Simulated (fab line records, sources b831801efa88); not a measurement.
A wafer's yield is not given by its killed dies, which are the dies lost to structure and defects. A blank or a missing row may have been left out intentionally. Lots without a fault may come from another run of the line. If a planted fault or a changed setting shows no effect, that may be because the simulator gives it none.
fab line records	flow sky130
[record] lots = 6	wafers = 18	last_day = 50
route steps=708 shown METAL5@671 PASSIVATION@681 PAD_OPEN@708
lots with no fault: from the same line, run without faults
start_h: the number of hours between the record's first day and the start of the first shown wafer of the lot	wait_h: hours elapsed since this lot's preceding step	" same as the row above	L1.1+2: one row covering several wafers at once	- no value present, or no start provided	* or withheld: withheld	< > ~ a bound
route shown NAME@n: a module of which the file shows steps, and the number in the route of the first	usual: mean/standard deviation of fault-free wafers	same: alike in all rows	chamber/n: place in a boat	sites: each site's reading	_std_site: standard deviation across them	_edge_site: mean of outer sites minus mean of inner sites	radius_mm: how far each site lies from the wafer's centre	mask NAME#n: copy n	behind: tool/chamber where the wafer was last shaped	hold: cause of the lot's hold/its duration in hours/its outcome	device: names the non-switching transistor (n, p or np)	end of line: the route-end tests of the same wafers	a step without rows: its recipe alone	killed: at the first sort, the dies lost to defects and structure; wafer yield is something else	map: shows each die of a wafer: x if killed, . if not, _ if none is there
set.NAME: the setting the step ran with; set.NAME@STEP: the setting that earlier step ran with	model.NAME: the simulator's own value behind a step, which no gauge read
lots at some steps of the route; a table a step, a row a wafer
services: from which hour (start_h, from the record's first day; less than 0 if before it) a tool's chamber was out of use, for how many hours, and why
[[steps]]
[step SKY_METAL5_SOFTBAKE_10]
[recipe] temp_c = 90	time_s = 60	resist = NOVOLAK
[step SKY_METAL5_EXPOSE_11]
[recipe] mask_id = MM5	na = 0.6	source_shape = conventional	sigma_outer = 0.6	polarization = unpolarized	target_cd_nm = 1600	dose_mj = 190
[step SKY_METAL5_PEB_12]
[recipe] temp_c = withheld	time_s = *	resist = NOVOLAK
[step SKY_METAL5_DEVELOP_13]
[recipe] resist = NOVOLAK	developer = TMAH	develop_time_s = 60	dev_temp_c = 23
[step SKY_METAL5_DESCUM_14]
[recipe] chemistry = O2	source_power_w = 150	bias_power_w = 0	pressure_mtorr = 10	temp_c = 40	time_s = 11
[usual] chamber_pressure_mTorr = 10.000/0.0095	drypump_motor_current_A = 5.7/0.49	oes_product_au = 0.998/0.013
lot.wafer	tool	chamber	start_h	wait_h	chamber_pressure_mTorr	drypump_motor_current_A	oes_product_au	rf_hours_counter_h
L852.2	rie_metal-03	1	1021.76	0.1	10.020	5.0	1.005	6
L852.4	"	0	"	"	9.996	5.6	0.985	-
L852.6	"	0	"	"	10.010	5.6	0.979	-
L862.2	rie_metal-03	1	1105.96	0.1	9.997	5.0	1.009	11
L862.3	"	0	"	"	10.001	5.6	0.976	-
L862.5	"	0	"	"	9.990	5.5	0.978	-
L861.1	rie_metal-03	1	1108.42	0.1	9.998	5.0	1.009	12
L861.2	"	0	"	"	10.004	5.6	0.984	16
L861.4	"	1	"	"	9.997	5.0	1.017	-
L869.2	rie_metal-02	1	1140.32	0.1	10.018	5.9	1.007	28
L869.5	"	0	"	"	10.010	5.8	0.993	-
L869.6	"	1	"	"	9.995	5.9	1.012	-
L872.3	rie_metal-02	0	1150.91	0.1	9.987	5.8	0.991	-
L872.5	"	0	"	"	9.999	5.8	0.991	-
L872.6	"	1	"	"	10.011	6.0	1.011	-
L873.4	rie_metal-03	0	1153.63	0.1	10.006	5.6	0.979	-
L873.5	"	1	"	"	9.999	5.0	1.006	-
L873.6	"	0	"	"	9.996	5.6	0.978	-
[step SKY_METAL5_METAL_ETCH_15]
[recipe] target_depth_a = 12600	stop_on = SiO2	over_etch_frac = 0.2	time_s = 239.8	chemistry = Cl2/BCl3	resist_sidewall_deg = 86	pressure_mtorr = 10	icp_w = 900	bias_w = 48.5	Cl2_flow_sccm = 60	bcl3_flow_sccm = 30
[usual] bcl3_flow_sccm = 30.00/0.088	chamber_pressure_mTorr = 9.999/0.0087	drypump_motor_current_A = 5.7/0.48	oes_product_au = 0.914/0.0085	throttle_valve_pct = 22.264/0.0085
lot.wafer	tool	chamber	start_h	wait_h	bcl3_flow_sccm	chamber_pressure_mTorr	drypump_motor_current_A	oes_product_au	rf_hours_counter_h	throttle_valve_pct
L852.2	rie_metal-03	1	1021.80	0.0	29.95	9.999	5.0	0.918	6	22.254
L852.4	"	0	"	"	29.92	10.004	5.6	0.918	-	22.264
L852.6	"	0	"	"	30.03	9.992	5.6	0.917	-	22.273
L862.2	rie_metal-03	1	1106.00	0.0	29.91	9.995	5.0	0.913	11	22.269
L862.3	"	0	"	"	30.11	9.982	5.6	0.908	-	22.256
L862.5	"	0	"	"	29.89	10.002	5.6	0.904	-	22.270
L861.1	rie_metal-03	1	1108.45	0.0	30.03	10.011	5.0	0.911	12	22.271
L861.2	"	0	"	"	30.05	9.996	5.5	0.906	16	22.270
L861.4	"	1	"	"	30.05	10.001	5.0	0.905	-	22.260
L869.2	rie_metal-02	1	1140.35	0.0	29.97	9.997	6.0	0.922	28	22.274
L869.5	"	0	"	"	29.87	9.992	5.9	0.913	-	22.264
L869.6	"	1	"	"	29.98	10.008	6.0	0.928	-	22.273
L872.3	rie_metal-02	0	1151.01	0.1	29.91	10.001	5.8	0.915	-	22.283
L872.5	"	0	"	"	29.92	10.001	5.9	0.906	-	22.267
L872.6	"	1	"	"	29.93	9.992	6.0	0.910	-	22.272
L873.4	rie_metal-03	0	1153.73	0.1	30.00	9.991	5.6	0.907	-	22.260
L873.5	"	1	"	"	29.92	10.005	5.0	0.909	-	22.273
L873.6	"	0	"	"	30.02	9.997	5.6	0.907	-	22.269
[step SKY_METAL5_STRIP_16]
[recipe] chemistry = O2/N2	power_w = 1400	pressure_mtorr = 1500	platen_temp_c = withheld	o2_flow_sccm = 3000	n2_flow_sccm = 300	overash_fraction = 0.5
[usual] chamber_pressure_mTorr = 1500.1/1.3	drypump_motor_current_A = 6.02/0.23	oes_product_au = 0.711/0.0046	strip_time_to_endpoint_s = 13.50/0.17
lot.wafer	tool	chamber	start_h	wait_h	chamber_pressure_mTorr	drypump_motor_current_A	oes_product_au	rf_hours_counter_h	strip_time_to_endpoint_s
L852.2	plasma_asher-01	1	1022.03	0.2	1502.6	6.10	0.710	120	13.28
L852.4	"	1	"	"	1502.2	6.06	0.707	-	13.67
L852.6	"	1	"	"	1501.3	6.07	0.711	-	13.70
L862.2	plasma_asher-01	0	1106.23	0.2	1499.2	6.14	0.715	4	13.36
L862.3	"	1	"	"	1498.2	6.11	0.705	-	13.85
L862.5	"	1	"	"	1499.5	6.11	0.714	-	13.83
L861.1	plasma_asher-01	1	1108.69	0.2	1499.9	6.05	0.709	4	13.33
L861.2	"	0	"	"	1498.7	6.14	0.708	4	13.69
L861.4	"	0	"	"	1498.4	6.14	0.706	-	13.39
L869.2	plasma_asher-02	1	1140.59	0.2	1499.3	5.53	0.711	71	13.29
L869.5	"	0	"	"	1497.4	5.94	0.710	-	13.63
L869.6	"	1	"	"	1498.5	5.49	0.712	-	13.33
L872.3	plasma_asher-04	0	1151.20	0.1	1499.9	6.01	0.717	-	13.52
L872.5	"	0	"	"	1500.5	6.05	0.706	-	13.38
L872.6	"	1	"	"	1500.6	6.31	0.712	-	13.31
L873.4	plasma_asher-04	0	1153.92	0.1	1499.2	5.99	0.713	-	13.65
L873.5	"	1	"	"	1498.8	6.31	0.716	-	13.36
L873.6	"	0	"	"	1499.7	5.97	0.718	-	13.61
[step SKY_METAL5_STRIP_17]
[recipe] chemistry = post_etch_residue_remover	time_s = 1200	temp_c = 72.5
[step SKY_METAL5_CLEAN_18]
[recipe] chemistry = IPA	time_s = 180	temp_c = 25
[step SKY_METAL5_CLEAN_19]
[recipe] chemistry = O3/DIW	dry = n2_spin
[step SKY_PASSIVATION_CVD_00]
[recipe] material = SiO2	target_thk_nm = 90	temp_c = 400	time_s = withheld	rf_w = 600
[usual] heater_power_w = 701/81
lot.wafer	tool	chamber	start_h	wait_h	heater_power_w
L852.2	pecvd-03	1	1022.67	0.0	656
L852.4	"	1	"	"	666
L852.6	"	0	"	"	856
L862.2	pecvd-04	2	1107.84	0.0	676
L862.3	"	2	"	"	680
L862.5	"	0	"	"	846
L861.1	pecvd-04	2	1109.28	0.0	723
L861.2	"	0	"	"	825
L861.4	"	0	"	"	820
L869.2	pecvd-03	1	1141.18	0.0	573
L869.5	"	0	"	"	798
L869.6	"	1	"	"	592
L872.3	pecvd-04	1	1151.81	0.0	667
L872.5	"	1	"	"	517
L872.6	"	2	"	"	663
L873.4	pecvd-03	1	1154.63	0.0	638
L873.5	"	0	"	"	813
L873.6	"	2	"	"	625
[step SKY_PASSIVATION_THK_MEAS_01]
[recipe] reads = SiO2_of_PASSIVATION_CVD_00
[usual] PASSIVATION_CVD_00_THK = 90.1/1.2
lot.wafer	tool	chamber	start_h	wait_h	PASSIVATION_CVD_00_THK[nm]
L852.2	film_metro-03	-	1022.70	-	89.9
L852.4	"	-	"	"	90.1
L852.6	"	-	"	"	90.2
L862.2	film_metro-03	-	1107.89	-	88.3
L862.3	"	-	"	"	88.8
L862.5	"	-	"	"	89.4
L861.1	film_metro-03	-	1109.32	-	90.6
L861.2	"	-	"	"	89.6
L861.4	"	-	"	"	90.3
L869.2	film_metro-01	-	1141.22	-	90.1
L869.5	"	-	"	"	90.0
L869.6	"	-	"	"	92.1
L872.3	film_metro-02	-	1151.85	-	87.5
L872.5	"	-	"	"	89.1
L872.6	"	-	"	"	90.1
L873.4	film_metro-03	-	1154.67	-	92.3
L873.5	"	-	"	"	90.4
L873.6	"	-	"	"	90.3
[step SKY_PASSIVATION_CVD_02]
[recipe] material = Si3N4	target_thk_nm = 540	temp_c = 400	time_s = withheld	rf_w = 450
[usual] heater_power_w = 754/89
lot.wafer	tool	chamber	start_h	wait_h	heater_power_w	model.Si3N4_of_PASSIVATION_CVD_02.thk_nm
L852.2	pecvd-04	2	1022.75	0.0	757	534.7
L852.4	"	0	"	"	743	532.3
L852.6	"	2	"	"	798	532.7
L862.2	pecvd-03	1	1107.94	0.0	631	884.1
L862.3	"	2	"	"	750	882.8
L862.5	"	0	"	"	894	905.5
L861.1	pecvd-03	0	1109.38	0.1	912	890.6
L861.2	"	1	"	"	641	892.5
L861.4	"	0	"	"	954	904.8
L869.2	pecvd-04	2	1141.27	0.0	664	529.4
L869.5	"	0	"	"	930	525.9
L869.6	"	2	"	"	736	536.1
L872.3	pecvd-02	0	1151.89	0.0	735	540.8
L872.5	"	2	"	"	806	544.3
L872.6	"	0	"	"	741	547.6
L873.4	pecvd-04	0	1154.81	0.1	869	539
L873.5	"	2	"	"	690	546.4
L873.6	"	1	"	"	729	541.1
[step SKY_PASSIVATION_THK_MEAS_03]
[recipe] reads = Si3N4_of_PASSIVATION_CVD_02
[usual] PASSIVATION_CVD_02_THK = 540/7.3
lot.wafer	tool	chamber	start_h	wait_h	PASSIVATION_CVD_02_THK[nm]
L852.2	film_metro-01	-	1023.10	-	535
L852.4	"	-	"	"	532
L852.6	"	-	"	"	533
L862.2	film_metro-03	-	1108.17	-	884
L862.3	"	-	"	"	883
L862.5	"	-	"	"	905
L861.1	film_metro-02	-	1109.60	-	890
L861.2	"	-	"	"	893
L861.4	"	-	"	"	906
L869.2	film_metro-03	-	1141.51	-	530
L869.5	"	-	"	"	526
L869.6	"	-	"	"	536
L872.3	film_metro-01	-	1152.13	-	541
L872.5	"	-	"	"	544
L872.6	"	-	"	"	547
L873.4	film_metro-01	-	1154.96	-	539
L873.5	"	-	"	"	547
L873.6	"	-	"	"	541
[step SKY_PASSIVATION_DEHYDRATE_04]
[recipe] temp_c = 200	time_s = 60
[step SKY_PASSIVATION_HMDS_05]
[recipe] prime_time_s = 60	prime_temp_c = 120
[step SKY_PASSIVATION_COAT_06]
[recipe] spin_rpm = 2000	resist_thk_nm = 3000
[step SKY_PASSIVATION_SOFTBAKE_07]
[recipe] temp_c = 110	time_s = withheld
[step SKY_PASSIVATION_EXPOSE_08]
[recipe] mask_id = NSM	target_cd_nm = 3000	na = 0.57	dose_mj = 260
[step SKY_PASSIVATION_PEB_09]
[recipe] temp_c = 115	time_s = withheld
[step SKY_PASSIVATION_DEVELOP_10]
[recipe] develop_time_s = 60	dev_temp_c = 23
[step SKY_PASSIVATION_ETCH_11]
[recipe] chemistry = CF4/O2	target_depth_nm = 725	stop_on = AlCu	source_w = 800	bias_w = 150	pressure_mtorr = 150	cf4_flow_sccm = 80	O2_flow_sccm = 10	time_s = 161.1
[usual] chamber_pressure_mTorr = 150.00/0.13	drypump_motor_current_A = 5.8/0.32	oes_product_au = 0.978/0.0072	throttle_valve_pct = 5.965/0.01
lot.wafer	tool	chamber	start_h	wait_h	chamber_pressure_mTorr	drypump_motor_current_A	oes_product_au	rf_hours_counter_h	throttle_valve_pct	model.PASSIVATION.feature_depth_nm	model.etch.depth_nm
L852.2	rie_diel-01	2	1045.03	-	150.06	6.0	0.970	17	5.970	697.6	697.6
L852.4	"	3	"	"	150.16	6.3	0.981	18	5.970	694.6	694.6
L852.6	"	2	"	"	149.79	6.0	0.970	-	5.958	696.2	696.2
L862.2	rie_diel-01	3	1122.53	-	150.12	6.3	0.979	21	5.977	710.5	710.5
L862.3	"	2	"	"	149.99	6.0	1.000	20	5.974	729.8	729.8
L862.5	"	0	"	"	150.14	5.6	1.015	-	5.983	727	727
L861.1	rie_diel-03	1	1126.08	-	150.06	6.0	1.010	23	5.959	732.7	732.7
L861.2	"	3	"	"	150.03	6.0	0.998	19	5.981	717.9	717.9
L861.4	"	2	"	"	149.97	5.9	1.006	27	5.987	726.9	726.9
L869.2	rie_diel-03	2	1160.48	-	149.94	5.9	0.970	28	5.950	694.1	694.1
L869.5	"	3	"	"	150.40	6.0	0.958	-	5.966	690.4	690.4
L869.6	"	0	"	"	149.85	5.6	0.972	-	5.979	703.1	703.1
L872.3	rie_diel-03	2	1169.93	-	150.12	5.9	0.981	29	5.973	703.1	703.1
L872.5	"	1	"	"	149.88	6.0	0.980	-	5.962	708.5	708.5
L872.6	"	0	"	"	149.88	5.5	0.984	-	5.954	712.1	712.1
L873.4	rie_diel-04	2	1172.48	-	150.20	6.3	0.986	30	5.949	704.9	704.9
L873.5	"	3	"	"	150.09	5.6	0.979	-	5.951	712.1	712.1
L873.6	"	0	"	"	150.11	5.2	0.972	-	5.969	705.9	705.9
[step SKY_PASSIVATION_STRIP_12]
[recipe] chemistry = O2/N2	power_w = 1400	pressure_mtorr = 1500	platen_temp_c = withheld	overash_fraction = 0.7	o2_flow_sccm = 3000	n2_flow_sccm = 300
[usual] chamber_pressure_mTorr = 1500.1/1.4	drypump_motor_current_A = 6.13/0.2	oes_product_au = 0.660/0.0046	strip_time_to_endpoint_s = 31.51/0.12
lot.wafer	tool	chamber	start_h	wait_h	chamber_pressure_mTorr	drypump_motor_current_A	oes_product_au	rf_hours_counter_h	strip_time_to_endpoint_s
L852.2	plasma_asher-03	0	1045.13	0.1	1501.6	6.44	0.664	89	31.34
L852.4	"	0	"	"	1499.1	6.48	0.654	-	31.32
L852.6	"	1	"	"	1503.0	5.79	0.656	-	31.36
L862.2	plasma_asher-01	1	1122.63	0.1	1497.8	6.06	0.659	6	31.64
L862.3	"	1	"	"	1499.7	6.08	0.665	-	31.55
L862.5	"	0	"	"	1498.5	6.16	0.661	-	31.67
L861.1	plasma_asher-04	0	1126.18	0.1	1499.5	6.02	0.654	34	31.41
L861.2	"	1	"	"	1500.3	6.28	0.664	34	31.53
L861.4	"	1	"	"	1498.8	6.29	0.665	-	31.42
L869.2	plasma_asher-04	1	1160.58	0.1	1499.4	6.28	0.659	38	31.45
L869.5	"	0	"	"	1499.7	6.02	0.660	-	31.58
L869.6	"	1	"	"	1502.0	6.26	0.658	-	31.39
L872.3	plasma_asher-03	0	1170.07	0.1	1502.3	6.45	0.666	-	31.49
L872.5	"	0	"	"	1501.7	6.44	0.662	-	31.42
L872.6	"	1	"	"	1500.2	5.79	0.656	-	31.49
L873.4	plasma_asher-04	0	1172.62	0.1	1500.6	6.00	0.663	-	31.55
L873.5	"	0	"	"	1497.8	6.01	0.660	-	31.35
L873.6	"	1	"	"	1499.9	6.30	0.658	-	31.34
[step SKY_PAD_OPEN_PROBE_99]
[usual] defect_limited_yield = 82.5/1.9	killed_at_M0_to_M3 = 44/7.3	killed_at_M4_up = 3.1/1.9	killed_at_contacts = 24/5.3	killed_at_front_end = 15/4	killed_at_other = 0.4/0.6	killed_dies = 86/9.2	killed_on_rim = 17/3.5	killed_open = 47/6.9	killed_short = 39/6.9	sort_bin_3_pad_short = 0.8/0.41	sort_bin_5_function = 10.6/1.5	sort_bin_6_memory = 6.1/1.1	sort_n_pass = 406/9.2	sort_yield_pct = 82.5/1.9
[same] gross_dies = 492	killed_at_back_side = 0	sort_bin_4_leakage[%] = 0	sort_bin_8_speed[%] = 0
lot.wafer	tool	chamber	start_h	wait_h	defect_limited_yield[%]	killed_at_M0_to_M3	killed_at_M4_up	killed_at_contacts	killed_at_front_end	killed_at_other	killed_dies	killed_on_rim	killed_open	killed_short	sort_bin_3_pad_short[%]	sort_bin_5_function[%]	sort_bin_6_memory[%]	sort_n_pass	sort_yield_pct[%]
L852.2	prober-01	-	1068.48	0.1	80.9	53	1	22	18	0	94	18	52	42	0.4	12.6	6.1	398	80.9
L852.4	prober-01	-	1068.58	0.2	82.1	39	4	26	19	0	88	15	50	38	0.8	12.0	5.1	404	82.1
L852.6	prober-01	-	1068.68	0.2	79.9	54	2	22	21	0	99	19	53	46	1.4	12.2	6.5	393	79.9
L862.2	prober-02	-	1143.69	0.1	0	43	1	20	15	413	492	96	35	43	0.4	93.9	5.7	0	0
L862.3	prober-02	-	1143.74	0.2	0	46	4	27	17	398	492	96	57	38	1.6	92.7	5.7	0	0
L862.5	prober-02	-	1143.84	0.2	0	47	3	26	11	405	492	96	46	40	1.4	93.1	5.5	0	0
L861.1	prober-01	-	1146.69	0.1	0	37	0	21	18	416	492	96	45	31	0.8	92.7	6.5	0	0
L861.2	prober-01	-	1146.74	0.1	0	48	1	31	16	396	492	96	51	46	0.6	90.7	8.7	0	0
L861.4	prober-01	-	1146.84	0.2	0	36	3	24	15	414	492	96	44	34	0.8	94.9	4.3	0	0
L869.2	prober-01	-	1179.59	0.1	82.3	38	3	30	16	0	87	13	42	45	0.8	10.6	6.3	405	82.3
L869.5	prober-01	-	1179.74	0.2	80.7	54	4	23	14	0	95	24	40	55	2.0	10.6	6.7	397	80.7
L869.6	prober-01	-	1179.79	0.2	81.7	36	3	24	27	0	90	22	40	50	0.6	10.8	6.9	402	81.7
L872.3	prober-01	-	1188.89	0.2	86.8	25	2	25	13	0	65	15	37	28	0.8	7.1	5.3	427	86.8
L872.5	prober-01	-	1188.99	0.2	81.5	46	5	30	9	1	91	17	50	40	1.0	11.8	5.7	401	81.5
L872.6	prober-01	-	1189.04	0.2	83.9	41	4	19	15	0	79	15	44	35	0.8	10.4	4.9	413	83.9
L873.4	prober-02	-	1190.92	0.2	82.1	48	2	20	17	1	88	18	48	40	0.6	10.2	7.1	404	82.1
L873.5	prober-02	-	1190.97	0.2	79.5	51	6	22	22	0	101	21	67	34	0.6	12.0	7.9	391	79.5
L873.6	prober-02	-	1191.02	0.2	82.5	58	2	15	11	0	86	17	55	31	1.0	11.0	5.5	406	82.5
// killed by level:class
L852.2 VIA1:geometric_particle:open=13 METAL2:geometric_particle:short=9 VIA2:geometric_particle:open=7 FIELD_ISO:geometric_particle:open=6 CONTACT:geometric_particle:open=6 LI_CONTACT:geometric_particle:open=5 VIA3:geometric_particle:open=5 VIA3:geometric_particle:short=4
L852.4 VIA1:geometric_particle:open=11 CONTACT:geometric_particle:open=10 LOCAL_INTERCONNECT:geometric_particle:short=8 VIA3:geometric_particle:open=5 FIELD_ISO:geometric_particle:open=5 LI_CONTACT:geometric_particle:open=5 METAL2:geometric_particle:short=5 VIA3:geometric_particle:short=5
L852.6 VIA1:geometric_particle:open=13 METAL2:geometric_particle:short=9 LI_CONTACT:geometric_particle:open=7 VIA2:geometric_particle:open=7 VIA3:geometric_particle:open=7 FIELD_ISO:geometric_particle:short=6 CONTACT:geometric_particle:open=6 LOCAL_INTERCONNECT:geometric_particle:short=6
L862.2 PASSIVATION:area_etch=412 VIA1:geometric_particle:open=8 VIA2:geometric_particle:short=7 VIA3:geometric_particle:open=6 CONTACT:geometric_particle:open=5 METAL2:geometric_particle:short=5 CONTACT:geometric_particle:short=5 VIA2:geometric_particle:open=5
L862.3 PASSIVATION:area_etch=397 CONTACT:geometric_particle:open=12 VIA2:geometric_particle:open=10 VIA1:geometric_particle:open=10 METAL1:geometric_particle:short=10 FIELD_ISO:geometric_particle:open=6 VIA3:geometric_particle:open=6 LI_CONTACT:geometric_particle:short=4
L862.5 PASSIVATION:area_etch=405 VIA2:geometric_particle:open=11 VIA1:geometric_particle:open=8 LI_CONTACT:geometric_particle:open=7 CONTACT:geometric_particle:short=7 VIA3:geometric_particle:open=7 LOCAL_INTERCONNECT:geometric_particle:short=5 METAL1:geometric_particle:short=5
L861.1 PASSIVATION:area_etch=416 FIELD_ISO:geometric_particle:open=7 VIA3:geometric_particle:open=7 VIA1:geometric_particle:open=6 LI_CONTACT:geometric_particle:open=5 METAL2:geometric_particle:short=5 VIA2:geometric_particle:open=5 FIELD_ISO:geometric_particle:short=4
L861.2 PASSIVATION:area_etch=395 VIA2:geometric_particle:open=11 CONTACT:geometric_particle:open=10 LOCAL_INTERCONNECT:geometric_particle:short=8 VIA3:geometric_particle:open=7 METAL1:geometric_particle:short=7 METAL2:geometric_particle:short=5 LI_CONTACT:geometric_particle:open=5
L861.4 PASSIVATION:area_etch=414 VIA1:geometric_particle:open=13 CONTACT:geometric_particle:open=8 LI_CONTACT:geometric_particle:open=7 VIA3:geometric_particle:short=4 POLY_GATE:geometric_particle:short=4 CONTACT:geometric_particle:short=4 METAL1:geometric_particle:short=4
L869.2 CONTACT:geometric_particle:open=11 CONTACT:geometric_particle:short=10 VIA3:geometric_particle:open=8 METAL1:geometric_particle:short=6 FIELD_ISO:geometric_particle:short=5 LI_CONTACT:geometric_particle:open=5 METAL3:geometric_particle:short=5 VIA3:geometric_particle:short=5
L869.5 CONTACT:geometric_particle:open=13 METAL2:geometric_particle:short=12 METAL1:geometric_particle:short=10 VIA3:geometric_particle:open=7 VIA2:geometric_particle:open=6 FIELD_ISO:geometric_particle:short=5 LOCAL_INTERCONNECT:geometric_particle:short=4 VIA1:geometric_particle:open=4
L869.6 METAL1:geometric_particle:short=8 FIELD_ISO:geometric_particle:open=7 FIELD_ISO:geometric_particle:short=7 POLY_GATE:geometric_particle:short=6 CONTACT:geometric_particle:open=6 LI_CONTACT:geometric_particle:open=6 VIA1:geometric_particle:open=6 CONTACT:geometric_particle:short=5
L872.3 LI_CONTACT:geometric_particle:open=7 LOCAL_INTERCONNECT:geometric_particle:short=7 CONTACT:geometric_particle:open=6 POLY_GATE:geometric_particle:short=5 LI_CONTACT:geometric_particle:short=4 VIA3:geometric_particle:open=4 VIA2:geometric_particle:open=4 METAL1:geometric_particle:open=3
L872.5 VIA1:geometric_particle:open=16 LI_CONTACT:geometric_particle:open=13 VIA2:geometric_particle:open=8 LOCAL_INTERCONNECT:geometric_particle:short=5 CONTACT:geometric_particle:open=5 METAL4:geometric_particle:short=5 POLY_GATE:geometric_particle:short=4 LI_CONTACT:geometric_particle:short=4
L872.6 VIA3:geometric_particle:open=14 LI_CONTACT:geometric_particle:open=8 VIA1:geometric_particle:short=7 CONTACT:geometric_particle:open=6 POLY_GATE:geometric_particle:short=4 POLY_GATE:geometric_particle:open=4 METAL2:geometric_particle:short=4 METAL4:geometric_particle:short=4
L873.4 VIA1:geometric_particle:open=12 LI_CONTACT:geometric_particle:open=8 METAL2:geometric_particle:short=6 VIA2:geometric_particle:open=6 VIA3:geometric_particle:open=6 FIELD_ISO:geometric_particle:short=5 CONTACT:geometric_particle:short=4 METAL3:geometric_particle:short=4
L873.5 VIA2:geometric_particle:open=15 VIA1:geometric_particle:open=11 CONTACT:geometric_particle:open=9 FIELD_ISO:geometric_particle:open=7 METAL2:geometric_particle:short=7 SPACER:geometric_particle:open=6 LI_CONTACT:geometric_particle:open=6 CONTACT:geometric_particle:short=5
L873.6 VIA1:geometric_particle:open=20 VIA3:geometric_particle:open=10 VIA2:geometric_particle:open=6 VIA2:geometric_particle:short=5 LI_CONTACT:geometric_particle:open=5 FIELD_ISO:geometric_particle:open=4 POLY_GATE:geometric_particle:open=4 LOCAL_INTERCONNECT:geometric_particle:short=4
// map L861.1 (x killed, . not)
__________xxxxxxxxxx_________
________xxxxxxxxxxxxxx_______
______xxxxxxxxxxxxxxxxxx_____
_____xxxxxxxxxxxxxxxxxxxx____
____xxxxxxxxxxxxxxxxxxxxxx___
___xxxxxxxxxxxxxxxxxxxxxxxx__
__xxxxxxxxxxxxxxxxxxxxxxxxxx_
_xxxxxxxxxxxxxxxxxxxxxxxxxxxx
_xxxxxxxxxxxxxxxxxxxxxxxxxxxx
_xxxxxxxxxxxxxxxxxxxxxxxxxxxx
_xxxxxxxxxxxxxxxxxxxxxxxxxxxx
_xxxxxxxxxxxxxxxxxxxxxxxxxxxx
_xxxxxxxxxxxxxxxxxxxxxxxxxxxx
_xxxxxxxxxxxxxxxxxxxxxxxxxxxx
_xxxxxxxxxxxxxxxxxxxxxxxxxxxx
__xxxxxxxxxxxxxxxxxxxxxxxxxx_
___xxxxxxxxxxxxxxxxxxxxxxxx__
____xxxxxxxxxxxxxxxxxxxxxx___
_____xxxxxxxxxxxxxxxxxxxx____
______xxxxxxxxxxxxxxxxxx_____
________xxxxxxxxxxxxxx_______
__________xxxxxxxxxx_________
// map L862.2 (x killed, . not)
__________xxxxxxxxxx_________
________xxxxxxxxxxxxxx_______
______xxxxxxxxxxxxxxxxxx_____
_____xxxxxxxxxxxxxxxxxxxx____
____xxxxxxxxxxxxxxxxxxxxxx___
___xxxxxxxxxxxxxxxxxxxxxxxx__
__xxxxxxxxxxxxxxxxxxxxxxxxxx_
_xxxxxxxxxxxxxxxxxxxxxxxxxxxx
_xxxxxxxxxxxxxxxxxxxxxxxxxxxx
_xxxxxxxxxxxxxxxxxxxxxxxxxxxx
_xxxxxxxxxxxxxxxxxxxxxxxxxxxx
_xxxxxxxxxxxxxxxxxxxxxxxxxxxx
_xxxxxxxxxxxxxxxxxxxxxxxxxxxx
_xxxxxxxxxxxxxxxxxxxxxxxxxxxx
_xxxxxxxxxxxxxxxxxxxxxxxxxxxx
__xxxxxxxxxxxxxxxxxxxxxxxxxx_
___xxxxxxxxxxxxxxxxxxxxxxxx__
____xxxxxxxxxxxxxxxxxxxxxx___
_____xxxxxxxxxxxxxxxxxxxx____
______xxxxxxxxxxxxxxxxxx_____
________xxxxxxxxxxxxxx_______
__________xxxxxxxxxx_________
[[services]]
tool	chamber	start_h	hours	kind
pecvd-03	0	1004.51	6.2	repair
pecvd-04	-	1013.90	1.2	repair
rie_metal-02	0	1014.15	1.0	repair
rie_metal-02	-	1044.14	2.8	pm
rie_diel-01	2	1047.87	7.3	repair
rie_diel-04	-	1051.01	0.2	repair
pecvd-03	-	1052.02	2.8	pm
plasma_asher-01	-	1055.25	9.0	pm
pecvd-02	2	1063.48	2.5	repair
pecvd-04	1	1065.07	4.0	repair
rie_diel-03	-	1074.05	0.7	repair
rie_diel-01	0	1078.34	1.3	repair
plasma_asher-02	-	1081.92	1.0	repair
pecvd-03	2	1087.92	3.4	repair
rie_diel-03	2	1089.78	10.4	repair
rie_diel-03	-	1099.49	0.6	repair
plasma_asher-04	-	1113.86	2.3	repair
pecvd-04	-	1116.62	6.0	pm
rie_diel-04	2	1118.77	1.4	repair
pecvd-02	-	1119.13	4.3	pm
rie_diel-03	1	1121.95	1.2	repair
plasma_asher-02	-	1129.80	4.1	repair
plasma_asher-03	-	1134.10	2.8	pm
plasma_asher-04	-	1141.20	5.0	repair
[[key]]
[first_sign] step = SKY_PASSIVATION_THK_MEAS_03	reading = PASSIVATION_CVD_02_THK	direction = up	sigmas = 49	usual = 540	struck = 893
[effect] step = SKY_PASSIVATION_ETCH_11	reading = oes_product_au	direction = up	sigmas = 3.2	usual = 0.978	struck = 1.001	wafers_moved = 5
[effect] step = SKY_PAD_OPEN_PROBE_99	reading = killed_at_other	direction = up	sigmas = 99+	usual = 0.4	struck = 407
[model_effect] step = SKY_PASSIVATION_CVD_02	value = Si3N4_of_PASSIVATION_CVD_02.thk_nm	without = 544.9	struck = 893.4
[model_effect] step = SKY_PASSIVATION_ETCH_11	value = PASSIVATION.feature_depth_nm	without = 709	struck = 724.1
[more_kills_born_at] SKY_PASSIVATION_ETCH_11@rie_diel-03 = 1225	SKY_PASSIVATION_ETCH_11@rie_diel-01 = 1214
met_at SKY_PASSIVATION_CVD_02
struck_wafers L861.1,L861.2,L861.4,L862.2,L862.3,L862.5
later_rows_left_out L861.1,L861.2,L861.4,L862.2,L862.3,L862.5
also_fits SKY_METAL5_STRIP_16:plasma_asher-01
[fault] kind = process_parameter_drift	tool = pecvd-03	chamber = -	onset_h = 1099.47	steps = SKY_PASSIVATION_CVD_02	channel = time_s	offset = withheld	shape = step	end_h = 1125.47	acts_in = *
// later_rows_left_out: the simulator's readings of these wafers behind a module that went badly wrong aren't trusted and aren't shown, but for the sort
